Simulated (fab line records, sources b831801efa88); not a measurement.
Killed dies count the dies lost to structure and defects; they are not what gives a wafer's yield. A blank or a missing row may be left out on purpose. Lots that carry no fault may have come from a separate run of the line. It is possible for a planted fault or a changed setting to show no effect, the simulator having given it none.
A struck lot beside a sound one || flow gf180mcu || 15 steps out of a route of 602
Sound: wafers L840.1, L840.2, L840.4. Struck: wafers L852.3, L852.5, L852.6. At the end, the cause is stated.
At each step with rows: each side's tool, then ch and its chambers, then its first start. Under that, the readings that differ: sound wafers || struck wafers || difference of the means || sigmas: that difference in standard deviations of wafers without a fault.
alike: words and numbers the same on both sides, and readings whose means are apart by under 2 such deviations; not compared: readings that were withheld, readings missing a value for some wafer, numbers with overlapping values and no deviation given by the record, and bounds like >300 which may hide the same value.
A row with sigmas, a row that says differs or no value, or rows on one side alone: a step with any of these is where the two part. Numbers that have no deviation but don't overlap get no sigmas and don't part them. A reading that every wafer of one side lacks parts them only if that side has two wafers or more.

first, 1 step without rows for these wafers: GF_MVPSD_IMPLANT_09.
GF_MVPSD_STRIP_10: strips in O2/N2.
  sound on plasma-asher-04 ch 0,1, day 5 09:58; struck on plasma-asher-04 ch 0,1, day 7 23:38
  alike: drypump-motor-current-A, heater-power-w, oes-product-au, strip-time-to-endpoint-s
  not compared: rf-hours-counter-h
GF_MVPSD_TW_MEAS_11:
  sound on film-metro-02 at day 5 10:04; struck on film-metro-04 at day 7 23:43
  alike: MVPSD_TW
then, 7 steps without rows for these wafers: GF_VT_IMPLANT_DEHYDRATE_00 (time 60 s); GF_VT_IMPLANT_HMDS_01 (prime time 60 s); GF_VT_IMPLANT_COAT_02 (resist thk 1000 nm); GF_VT_IMPLANT_SOFTBAKE_03 (time 60 s); GF_VT_IMPLANT_EXPOSE_04 (exposes mask LVPWELL LV AREA, target cd 600 nm); GF_VT_IMPLANT_PEB_05; GF_VT_IMPLANT_DEVELOP_06 (develop time 60 s).
GF_VT_IMPLANT_OVL_MEAS_07:
  sound on overlay-02 at day 5 23:16; struck on overlay-01 at day 8 16:02
{"reading": "VT_IMPLANT_OVL (nm)", "sound": "-2.4 -3.2 -2.4", "struck": "2.5 2.4 3.1", "difference": "+5.3", "sigmas": "+4"}
next, for these wafers, 1 step has no rows: GF_VT_IMPLANT_IMPLANT_08.
GF_VT_IMPLANT_STRIP_09: strips in O2/N2.
  sound on plasma-asher-01 ch 0,1, day 5 23:28; struck on plasma-asher-02 ch 0,1, day 8 16:15
{"reading": "oes-product-au (a.u.)", "sound": "0.718 0.718 0.720", "struck": "0.875 0.873 0.880", "difference": "+0.157", "sigmas": "+34"}
{"reading": "strip-time-to-endpoint-s (s)", "sound": "12.61 12.62 12.65", "struck": "- - -", "difference": "no value on the struck wafers", "sigmas": ""}
  alike: drypump-motor-current-A, heater-power-w
  not compared: rf-hours-counter-h
GF_VT_IMPLANT_TW_MEAS_10:
  sound on film-metro-04 at day 5 23:34; struck on film-metro-03 at day 8 16:20
  alike: VT_IMPLANT_TW
GF_PASSIVATION_PROBE_99:
  rows exist in the record for the sound wafers here (prober-01, day 29 07:49), none for the struck ones

## WHERE THEY PART
First at GF_VT_IMPLANT_OVL_MEAS_07; last, within this record, at GF_PASSIVATION_PROBE_99.

WHY: whatever the simulator had introduced
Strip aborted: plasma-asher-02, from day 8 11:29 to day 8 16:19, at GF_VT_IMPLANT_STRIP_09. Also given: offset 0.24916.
